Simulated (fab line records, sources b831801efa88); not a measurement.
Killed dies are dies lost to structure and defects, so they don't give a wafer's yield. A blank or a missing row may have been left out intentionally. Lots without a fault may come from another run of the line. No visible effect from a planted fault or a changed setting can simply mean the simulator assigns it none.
fab line records + flow sky130
[record]
- lots = 10
- wafers = 29
- last-day = 50
route steps=708 shown METAL3@566 VIA3@587 METAL4@601 PAD_OPEN@708
lots that met no fault: from a run of the same line without faults
start-h: start of the lot's first displayed wafer, in hours after the record's first day + wait-h: time in hours since the lot's previous step + " identical to the entry in the row above + L1.1+2: a row that stands for several wafers + - no value, or no start was given + * or withheld: withheld + < > ~ a bound
route shown NAME@n: names a module that has steps shown in the file, with the first one's number in the route + usual: mean/standard deviation of fault-free wafers + same: alike in all rows + chamber/n: place in a boat + sites: readings site by site + _std_site: standard deviation across them + _edge_site: outer sites' mean less inner sites' + radius-mm: for every site, how far away it sits from the centre of the wafer + mask NAME#n: copy n + behind: the most recent tool/chamber to have shaped the wafer + hold: what put the lot on hold/how long, in hours/how the hold closed + device: names the non-switching transistor (n, p or np) + end of line: tests of these same wafers at the route's end + a step without rows: its recipe alone + killed: the dies lost at the first sort to structure and to defects; this is not the yield of the wafer + map: the dies of a wafer, with x for killed, . for not killed, _ for no die there
set.NAME: setting as actually run; set.NAME@STEP: the setting as run at that earlier step + model.NAME: the simulator's own value behind a step, which no gauge read
one table for each step of the route and one row for each wafer, over a sample of lots
services: when a tool's chamber went out of use (start-h, in hours from the record's first day, below 0 if earlier), for how many hours, and the reason
[[steps]]
[step SKY_METAL3_ETCH_16]
[recipe]
- chemistry = N2/H2
- target = BARC
- ion-energy-ev = 200
- bias-w = 100
- pressure-mtorr = 30
- n2-flow-sccm = 100
- h2-flow-sccm = 200
- icp-w = 500
- stop-on = SiO2
- time-s = 88.2
- target-depth-a = 600
[usual]
- drypump-motor-current-A = 6.0/0.56
- oes-product-au = 0.626/0.0046
- rf-fwd-power-W = 497.3/1.5
- throttle-valve-pct = 13.204/0.0091
| lot.wafer | tool         | chamber | start-h | wait-h | drypump-motor-current-A | oes-product-au | rf-fwd-power-W | rf-hours-counter-h | throttle-valve-pct |
|-----------|--------------|---------|---------|--------|-------------------------|----------------|----------------|--------------------|--------------------|
| L680.2    | rie-metal-03 | 0       | 893.28  | 0.1    | 6.6                     | 0.624          | 493.7          | -                  | 13.194             |
| L680.3    | "            | 0       | "       | "      | 6.6                     | 0.612          | 496.4          | -                  | 13.198             |
| L680.5    | "            | 0       | "       | "      | 6.6                     | 0.631          | 497.0          | -                  | 13.205             |
| L681.1    | rie-metal-04 | 1       | 912.40  | 0.0    | 6.5                     | 0.622          | 497.1          | 11                 | 13.204             |
| L681.4    | "            | 0       | "       | "      | 5.6                     | 0.615          | 496.0          | -                  | 13.200             |
| L681.6    | "            | 1       | "       | "      | 6.5                     | 0.619          | 494.7          | -                  | 13.210             |
| L683.3    | rie-metal-03 | 1       | 934.60  | 0.0    | 5.1                     | 0.623          | 498.5          | -                  | 13.205             |
| L683.5    | "            | 1       | "       | "      | 5.1                     | 0.623          | 497.4          | -                  | 13.196             |
| L683.6    | "            | 0       | "       | "      | 6.6                     | 0.620          | 496.3          | -                  | 13.195             |
| L684.2    | rie-metal-02 | 0       | 938.65  | 0.0    | 5.6                     | 0.627          | 498.7          | 9                  | 13.216             |
| L684.3    | "            | 0       | "       | "      | 5.6                     | 0.627          | 498.9          | -                  | 13.201             |
| L684.5    | "            | 1       | "       | "      | 6.3                     | 0.629          | 500.0          | -                  | 13.201             |
| L693.1    | rie-metal-03 | 1       | 994.36  | 0.0    | 5.1                     | 0.628          | 498.7          | 5                  | 13.197             |
| L693.4    | "            | 1       | "       | "      | 5.1                     | 0.631          | 499.4          | -                  | 13.199             |
| L693.6    | "            | 1       | "       | "      | 5.1                     | 0.626          | 499.3          | -                  | 13.196             |
| L695.1    | rie-metal-04 | 1       | 1010.75 | 0.0    | 6.5                     | 0.625          | 498.4          | 16                 | 13.200             |
| L695.3    | "            | 1       | "       | "      | 6.5                     | 0.623          | 497.2          | -                  | 13.211             |
| L698.1    | rie-metal-02 | 0       | 1021.92 | 0.0    | 5.6                     | 0.623          | 497.2          | 14                 | 13.186             |
| L698.2    | "            | 1       | "       | "      | 6.3                     | 0.620          | 498.5          | 9                  | 13.201             |
| L698.3    | "            | 0       | "       | "      | 5.7                     | 0.617          | 498.9          | -                  | 13.198             |
| L699.2    | rie-metal-03 | 0       | 1039.01 | 0.0    | 6.6                     | 0.632          | 497.3          | 0                  | 13.193             |
| L699.4    | "            | 1       | "       | "      | 5.1                     | 0.623          | 497.9          | -                  | 13.211             |
| L699.5    | "            | 1       | "       | "      | 5.1                     | 0.629          | 496.3          | -                  | 13.214             |
| L702.2    | rie-metal-04 | 1       | 1054.87 | 0.0    | 6.5                     | 0.625          | 496.3          | 19                 | 13.225             |
| L702.3    | "            | 0       | "       | "      | 5.6                     | 0.638          | 497.0          | -                  | 13.198             |
| L702.4    | "            | 1       | "       | "      | 6.4                     | 0.632          | 497.1          | -                  | 13.209             |
| L703.2    | rie-metal-02 | 1       | 1057.37 | 0.0    | 6.3                     | 0.632          | 495.9          | 11                 | 13.209             |
| L703.5    | "            | 1       | "       | "      | 6.3                     | 0.629          | 495.5          | -                  | 13.200             |
| L703.6    | "            | 0       | "       | "      | 5.6                     | 0.636          | 496.2          | -                  | 13.205             |
[step SKY_VIA3_ETCH_14]
[recipe]
- chemistry = N2/H2
- target = BARC
- ion-energy-ev = 200
- source-w = 500
- bias-w = 100
- pressure-mtorr = 30
- n2-flow-sccm = 100
- h2-flow-sccm = 200
- stop-on = SiO2
- time-s = 45.9
- target-depth-a = 600
[usual]
- drypump-motor-current-A = 5.7/0.39
- oes-product-au = 0.856/0.0046
- rf-fwd-power-W = 495.1/1.9
- throttle-valve-pct = 13.223/0.0092
| lot.wafer | tool        | chamber | start-h | wait-h | drypump-motor-current-A | oes-product-au | rf-fwd-power-W | rf-hours-counter-h | throttle-valve-pct |
|-----------|-------------|---------|---------|--------|-------------------------|----------------|----------------|--------------------|--------------------|
| L680.2    | rie-diel-04 | 3       | 919.33  | 0.0    | 6.0                     | 0.854          | 494.1          | 20                 | 13.224             |
| L680.3    | "           | 0       | "       | "      | 5.7                     | 0.860          | 496.4          | 27                 | 13.213             |
| L680.5    | "           | 1       | "       | "      | 5.2                     | 0.854          | 492.6          | -                  | 13.235             |
| L681.1    | rie-diel-03 | 2       | 939.33  | 0.0    | 5.7                     | 0.855          | 495.3          | 21                 | 13.221             |
| L681.4    | "           | 1       | "       | "      | 6.1                     | 0.855          | 493.2          | 13                 | 13.229             |
| L681.6    | "           | 0       | "       | "      | 5.0                     | 0.857          | 494.6          | -                  | 13.231             |
| L683.3    | rie-diel-04 | 2       | 960.20  | 0.0    | 5.4                     | 0.857          | 496.1          | 16                 | 13.228             |
| L683.5    | "           | 3       | "       | "      | 6.0                     | 0.853          | 493.7          | -                  | 13.243             |
| L683.6    | "           | 2       | "       | "      | 5.4                     | 0.849          | 498.6          | -                  | 13.212             |
| L684.2    | rie-diel-01 | 1       | 964.73  | 0.0    | 6.0                     | 0.860          | 496.9          | 19                 | 13.224             |
| L684.3    | "           | 2       | "       | "      | 5.7                     | 0.857          | 497.8          | 12                 | 13.214             |
| L684.5    | "           | 0       | "       | "      | 5.8                     | 0.850          | 496.4          | -                  | 13.219             |
| L693.1    | rie-diel-03 | 0       | 1019.02 | 0.0    | 5.0                     | 0.856          | 495.5          | 18                 | 13.217             |
| L693.4    | "           | 1       | "       | "      | 6.2                     | 0.853          | 495.8          | 15                 | 13.224             |
| L693.6    | "           | 0       | "       | "      | 5.0                     | 0.859          | 495.2          | -                  | 13.223             |
| L695.1    | rie-diel-03 | 2       | 1034.52 | 0.0    | 5.8                     | 0.862          | 492.9          | 24                 | 13.236             |
| L695.3    | "           | 1       | "       | "      | 6.1                     | 0.858          | 495.2          | 15                 | 13.225             |
| L698.1    | rie-diel-03 | 3       | 1046.32 | 0.0    | 6.0                     | 0.863          | 492.3          | 9                  | 13.215             |
| L698.2    | "           | 2       | "       | "      | 5.8                     | 0.863          | 497.6          | 25                 | 13.229             |
| L698.3    | "           | 0       | "       | "      | 5.0                     | 0.865          | 499.9          | 19                 | 13.226             |
| L699.2    | rie-diel-01 | 2       | 1062.67 | 0.0    | 5.7                     | 0.858          | 497.2          | 16                 | 13.203             |
| L699.4    | "           | 3       | "       | "      | 6.4                     | 0.854          | 495.4          | 23                 | 13.227             |
| L699.5    | "           | 1       | "       | "      | 6.0                     | 0.852          | 496.9          | -                  | 13.218             |
| L702.2    | rie-diel-04 | 2       | 1076.38 | 0.0    | 5.4                     | 0.860          | 495.7          | 19                 | 13.221             |
| L702.3    | "           | 3       | "       | "      | 6.0                     | 0.855          | 494.1          | 25                 | 13.235             |
| L702.4    | "           | 1       | "       | "      | 5.2                     | 0.854          | 495.7          | 13                 | 13.223             |
| L703.2    | rie-diel-04 | 2       | 1079.53 | 0.0    | 5.4                     | 0.860          | 497.7          | 19                 | 13.224             |
| L703.5    | "           | 0       | "       | "      | 5.7                     | 0.853          | 496.1          | -                  | 13.222             |
| L703.6    | "           | 3       | "       | "      | 6.0                     | 0.855          | 497.3          | -                  | 13.234             |
[step SKY_VIA3_ETCH_15]
[recipe]
- target = SiO2
- chemistry = C4F8/O2/Ar
- target-depth-nm = 507
- stop-on = TiN
- mask-material = KrF-thick
- source-w = 1500
- bias-w = 1200
- pressure-mtorr = 40
- c4f8-flow-sccm = withheld
- O2_flow_sccm = 6
- Ar_flow_sccm = 300
- time-s = 78
[usual]
- oes-product-au = 0.947/0.0056
- rf-fwd-power-W = 1490/5.3
| lot.wafer | tool        | chamber | start-h | wait-h | oes-product-au | rf-fwd-power-W | rf-hours-counter-h |
|-----------|-------------|---------|---------|--------|----------------|----------------|--------------------|
| L680.2    | rie-diel-04 | 3       | 919.37  | 0.0    | 0.935          | 1493           | 21                 |
| L680.3    | "           | 0       | "       | "      | 0.941          | 1489           | 27                 |
| L680.5    | "           | 1       | "       | "      | 0.944          | 1496           | -                  |
| L681.1    | rie-diel-03 | 2       | 939.37  | 0.0    | 0.949          | 1490           | 22                 |
| L681.4    | "           | 1       | "       | "      | 0.946          | 1485           | 13                 |
| L681.6    | "           | 0       | "       | "      | 0.949          | 1489           | -                  |
| L683.3    | rie-diel-04 | 2       | 960.25  | 0.0    | 0.933          | 1497           | 16                 |
| L683.5    | "           | 3       | "       | "      | 0.947          | 1489           | -                  |
| L683.6    | "           | 2       | "       | "      | 0.944          | 1501           | -                  |
| L684.2    | rie-diel-01 | 1       | 964.77  | 0.0    | 0.953          | 1497           | 19                 |
| L684.3    | "           | 2       | "       | "      | 0.942          | 1493           | 12                 |
| L684.5    | "           | 0       | "       | "      | 0.935          | 1486           | -                  |
| L693.1    | rie-diel-03 | 0       | 1019.06 | 0.0    | 0.943          | 1488           | 18                 |
| L693.4    | "           | 1       | "       | "      | 0.952          | 1484           | 15                 |
| L693.6    | "           | 0       | "       | "      | 0.960          | 1482           | -                  |
| L695.1    | rie-diel-03 | 2       | 1034.56 | 0.0    | 0.935          | 1489           | 24                 |
| L695.3    | "           | 1       | "       | "      | 0.944          | 1479           | 16                 |
| L698.1    | rie-diel-03 | 3       | 1046.36 | 0.0    | 0.953          | 1487           | 9                  |
| L698.2    | "           | 2       | "       | "      | 0.945          | 1494           | 25                 |
| L698.3    | "           | 0       | "       | "      | 0.947          | 1499           | 19                 |
| L699.2    | rie-diel-01 | 2       | 1062.71 | 0.0    | 0.941          | 1490           | 16                 |
| L699.4    | "           | 3       | "       | "      | 0.947          | 1488           | 23                 |
| L699.5    | "           | 1       | "       | "      | 0.954          | 1495           | -                  |
| L702.2    | rie-diel-04 | 2       | 1076.43 | 0.0    | 0.955          | 1490           | 19                 |
| L702.3    | "           | 3       | "       | "      | 0.945          | 1488           | 25                 |
| L702.4    | "           | 1       | "       | "      | 0.952          | 1491           | 13                 |
| L703.2    | rie-diel-04 | 2       | 1079.58 | 0.0    | 0.945          | 1490           | 19                 |
| L703.5    | "           | 0       | "       | "      | 0.939          | 1497           | -                  |
| L703.6    | "           | 3       | "       | "      | 0.954          | 1485           | -                  |
[step SKY_VIA3_STRIP_16]
[recipe]
- chemistry = O2/N2
- power-w = 1400
- pressure-mtorr = 1500
- platen-temp-c = withheld
- o2-flow-sccm = 3000
- n2-flow-sccm = 300
- overash-fraction = 0.5
[usual]
- drypump-motor-current-A = 5.5/0.59
- oes-product-au = 0.403/0.0048
- strip-time-to-endpoint-s = 4.154/0.028
| lot.wafer | tool            | chamber | start-h | wait-h | drypump-motor-current-A | oes-product-au | rf-hours-counter-h | strip-time-to-endpoint-s |
|-----------|-----------------|---------|---------|--------|-------------------------|----------------|--------------------|--------------------------|
| L680.2    | plasma-asher-04 | 1       | 919.43  | 0.0    | 6.2                     | 0.411          | 84                 | 4.171                    |
| L680.3    | "               | 0       | "       | "      | 4.9                     | 0.401          | -                  | 4.178                    |
| L680.5    | "               | 0       | "       | "      | 4.9                     | 0.406          | -                  | 4.143                    |
| L681.1    | plasma-asher-04 | 1       | 939.43  | 0.0    | 6.2                     | 0.411          | 86                 | 4.110                    |
| L681.4    | "               | 1       | "       | "      | 6.2                     | 0.409          | -                  | 4.149                    |
| L681.6    | "               | 0       | "       | "      | 4.9                     | 0.397          | -                  | 4.121                    |
| L683.3    | plasma-asher-04 | 1       | 960.34  | 0.1    | 6.2                     | 0.400          | -                  | 4.182                    |
| L683.5    | "               | 1       | "       | "      | 6.2                     | 0.402          | -                  | 4.156                    |
| L683.6    | "               | 0       | "       | "      | 4.9                     | 0.401          | -                  | 4.192                    |
| L684.2    | plasma-asher-04 | 0       | 964.83  | 0.0    | 4.9                     | 0.406          | 88                 | 4.151                    |
| L684.3    | "               | 1       | "       | "      | 6.2                     | 0.403          | -                  | 4.163                    |
| L684.5    | "               | 1       | "       | "      | 6.2                     | 0.406          | -                  | 4.134                    |
| L693.1    | plasma-asher-04 | 1       | 1019.12 | 0.0    | 6.1                     | 0.409          | 91                 | 4.132                    |
| L693.4    | "               | 0       | "       | "      | 4.8                     | 0.406          | -                  | 4.185                    |
| L693.6    | "               | 0       | "       | "      | 4.8                     | 0.388          | -                  | 4.134                    |
| L695.1    | plasma-asher-03 | 0       | 1034.62 | 0.0    | 4.8                     | 0.403          | 60                 | 4.131                    |
| L695.3    | "               | 0       | "       | "      | 4.8                     | 0.380          | -                  | 3.662                    |
| L698.1    | plasma-asher-04 | 1       | 1046.42 | 0.0    | 6.2                     | 0.398          | 94                 | 4.136                    |
| L698.2    | "               | 0       | "       | "      | 4.9                     | 0.400          | 94                 | 4.173                    |
| L698.3    | "               | 0       | "       | "      | 4.9                     | 0.390          | -                  | 3.681                    |
| L699.2    | plasma-asher-04 | 1       | 1062.77 | 0.0    | 6.2                     | 0.410          | 95                 | 4.181                    |
| L699.4    | "               | 0       | "       | "      | 4.9                     | 0.398          | -                  | 4.124                    |
| L699.5    | "               | 0       | "       | "      | 4.9                     | 0.403          | -                  | 4.126                    |
| L702.2    | plasma-asher-02 | 1       | 1076.49 | 0.0    | 5.8                     | 0.410          | 34                 | 4.190                    |
| L702.3    | "               | 0       | "       | "      | 6.0                     | 0.408          | -                  | 4.196                    |
| L702.4    | "               | 1       | "       | "      | 5.8                     | 0.405          | -                  | 4.181                    |
| L703.2    | plasma-asher-03 | 1       | 1079.64 | 0.0    | 5.8                     | 0.404          | 65                 | 4.173                    |
| L703.5    | "               | 0       | "       | "      | 4.8                     | 0.400          | -                  | 4.194                    |
| L703.6    | "               | 1       | "       | "      | 5.8                     | 0.401          | -                  | 4.174                    |
[step SKY_METAL4_SPUTTER_03]
[recipe]
- material = Ti
- target-thk-nm = 5
- power-w = 3000
- time-s = 3.3
- chamber-pressure-pa = 0.4
[usual]
- throttle-valve-pct = 30.0/1.1
| lot.wafer | tool           | chamber | start-h | wait-h | throttle-valve-pct |
|-----------|----------------|---------|---------|--------|--------------------|
| L680.2    | pvd-sputter-01 | -       | 920.78  | 0.0    | 28.1               |
| L680.3    | "              | -       | "       | "      | 29.7               |
| L680.5    | "              | -       | "       | "      | 28.0               |
| L681.1    | pvd-sputter-02 | -       | 941.12  | 0.0    | 28.8               |
| L681.4    | "              | -       | "       | "      | 28.5               |
| L681.6    | "              | -       | "       | "      | 31.1               |
| L683.3    | pvd-sputter-03 | -       | 961.65  | 0.0    | 31.6               |
| L683.5    | "              | -       | "       | "      | 31.5               |
| L683.6    | "              | -       | "       | "      | 29.0               |
| L684.2    | pvd-sputter-01 | -       | 966.31  | 0.0    | 30.7               |
| L684.3    | "              | -       | "       | "      | 29.5               |
| L684.5    | "              | -       | "       | "      | 29.7               |
| L693.1    | pvd-sputter-01 | -       | 1020.47 | 0.0    | 29.8               |
| L693.4    | "              | -       | "       | "      | 28.0               |
| L693.6    | "              | -       | "       | "      | 30.8               |
| L695.1    | pvd-sputter-01 | -       | 1036.18 | 0.0    | 30.8               |
| L695.3    | "              | -       | "       | "      | 29.6               |
| L698.1    | pvd-sputter-02 | -       | 1047.76 | 0.0    | 30.0               |
| L698.2    | "              | -       | "       | "      | 31.2               |
| L698.3    | "              | -       | "       | "      | 30.8               |
| L699.2    | pvd-sputter-02 | -       | 1064.11 | 0.0    | 28.8               |
| L699.4    | "              | -       | "       | "      | 30.8               |
| L699.5    | "              | -       | "       | "      | 31.1               |
| L702.2    | pvd-sputter-03 | -       | 1077.83 | 0.0    | 29.8               |
| L702.3    | "              | -       | "       | "      | 31.5               |
| L702.4    | "              | -       | "       | "      | 31.5               |
| L703.2    | pvd-sputter-02 | -       | 1081.32 | 0.0    | 30.6               |
| L703.5    | "              | -       | "       | "      | 30.7               |
| L703.6    | "              | -       | "       | "      | 30.9               |
[step SKY_PAD_OPEN_PROBE_99]
[usual]
- defect-limited-yield = 82.3/2
- killed_at_M0_to_M3 = 44/7.5
- killed_at_M4_up = 2.9/1.8
- killed-at-contacts = 24/5.1
- killed-at-front-end = 16/4.7
- killed-at-other = 0.3/0.46
- killed-dies = 87/9.9
- killed-open = 47/8
- killed-short = 39/6.3
- sort_bin_3_pad_short = 0.8/0.43
- sort_bin_5_function = 10.6/1.6
- sort_bin_6_memory = 6.3/1.1
- sort-n-pass = 405/9.9
- sort-yield-pct = 82.3/2
[same]
- gross-dies = 492
- killed-at-back-side = 0
- sort_bin_4_leakage[%] = 0
- sort_bin_8_speed[%] = 0
| lot.wafer | tool      | chamber | start-h | wait-h | defect-limited-yield[%] | killed_at_M0_to_M3 | killed_at_M4_up | killed-at-contacts | killed-at-front-end | killed-at-other | killed-dies | killed-open | killed-short | sort_bin_3_pad_short[%] | sort_bin_5_function[%] | sort_bin_6_memory[%] | sort-n-pass | sort-yield-pct[%] |
|-----------|-----------|---------|---------|--------|-------------------------|--------------------|-----------------|--------------------|---------------------|-----------------|-------------|-------------|--------------|-------------------------|------------------------|----------------------|-------------|-------------------|
| L693.1    | prober-02 | -       | 1151.22 | 0.1    | 78.9                    | 55                 | 4               | 29                 | 16                  | 0               | 104         | 67          | 37           | 0.6                     | 11.8                   | 8.7                  | 388         | 78.9              |
| L693.4    | prober-02 | -       | 1151.37 | 0.2    | 82.7                    | 48                 | 0               | 26                 | 11                  | 0               | 85          | 51          | 34           | 1.0                     | 11.4                   | 4.9                  | 407         | 82.7              |
| L693.6    | prober-02 | -       | 1151.47 | 0.2    | 82.1                    | 45                 | 4               | 30                 | 9                   | 0               | 88          | 48          | 40           | 1.0                     | 9.8                    | 7.1                  | 404         | 82.1              |
// killed by level:class
L693.1 VIA1:geometric-particle:open=20 CONTACT:geometric-particle:open=11 VIA2:geometric-particle:open=9 LI_CONTACT:geometric-particle:open=7 VIA3:geometric-particle:open=7 VIA3:geometric-particle:short=5 FIELD_ISO:geometric-particle:short=4 POLY_GATE:geometric-particle:short=4
L693.4 VIA1:geometric-particle:open=13 LI_CONTACT:geometric-particle:open=10 VIA3:geometric-particle:open=10 CONTACT:geometric-particle:open=7 FIELD_ISO:geometric-particle:short=5 VIA1:geometric-particle:short=5 CONTACT:geometric-particle:short=5 METAL1:geometric-particle:short=4
L693.6 CONTACT:geometric-particle:open=16 VIA1:geometric-particle:open=12 VIA2:geometric-particle:open=9 LOCAL_INTERCONNECT:geometric-particle:short=6 METAL1:geometric-particle:short=5 LI_CONTACT:geometric-particle:open=4 VIA1:geometric-particle:short=4 VIA2:geometric-particle:short=4
[[services]]
| tool            | chamber | start-h | hours | kind           |
|-----------------|---------|---------|-------|----------------|
| pvd-sputter-02  | -       | 883.96  | 8.4   | repair         |
| pvd-sputter-03  | -       | 889.65  | 2.6   | repair         |
| rie-diel-03     | 1       | 895.96  | 8.0   | repair         |
| rie-metal-04    | 1       | 902.63  | 6.5   | repair         |
| rie-metal-02    | -       | 911.11  | 2.8   | pm             |
| rie-diel-03     | 1       | 912.91  | 6.4   | repair         |
| pvd-sputter-03  | -       | 919.19  | 7.1   | repair         |
| rie-diel-04     | 3       | 926.03  | 1.3   | repair         |
| rie-diel-04     | -       | 939.02  | 0.7   | repair         |
| pvd-sputter-03  | -       | 941.96  | 1.0   | repair         |
| pvd-sputter-03  | -       | 945.83  | 4.2   | repair         |
| rie-metal-02    | 1       | 962.79  | 3.4   | repair         |
| rie-diel-03     | 3       | 969.87  | 3.9   | repair         |
| plasma-asher-04 | -       | 971.54  | 20.2  | pm             |
| pvd-sputter-01  | -       | 972.55  | 41.2  | repair         |
| rie-diel-04     | 3       | 972.65  | 1.2   | repair         |
| rie-diel-04     | 1       | 976.89  | 3.0   | repair         |
| plasma-asher-04 | -       | 991.74  | 2.8   | pm             |
| rie-diel-04     | 0       | 994.54  | -     | clean          |
| rie-diel-04     | 0       | 994.54  | 23.3  | scheduled-down |
| rie-diel-04     | 0       | 994.54  | 23.3  | vent-cycle     |
| pvd-sputter-03  | -       | 999.96  | 16.8  | repair         |
| plasma-asher-04 | -       | 1025.45 | 9.0   | repair         |
| plasma-asher-04 | -       | 1032.10 | 1.4   | repair         |
[[key]]
[first-sign]
- step = SKY_VIA3_STRIP_16
- reading = strip-time-to-endpoint-s
- direction = down
- sigmas = 17
- usual = *
- struck = *
[effect]
- step = SKY_VIA3_STRIP_16
- reading = oes-product-au
- direction = down
- sigmas = 3.7
- usual = 0.403
- struck = 0.385
met-at SKY_VIA3_ETCH_15
struck-lots L695,L698
struck-wafers L695.3,L698.3
not-acting-at SKY_METAL3_ETCH_16,SKY_VIA3_ETCH_14,SKY_METAL4_SPUTTER_03
onset-between 1019.06 1034.56
[fault]
- kind = process-parameter-drift
- tool = rie-diel-03
- chamber = -
- onset-h = 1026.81
- steps = SKY_VIA3_ETCH_15
- channel = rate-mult
- offset = 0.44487
- shape = step
- end-h = 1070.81
- scope = struck-wafers-only
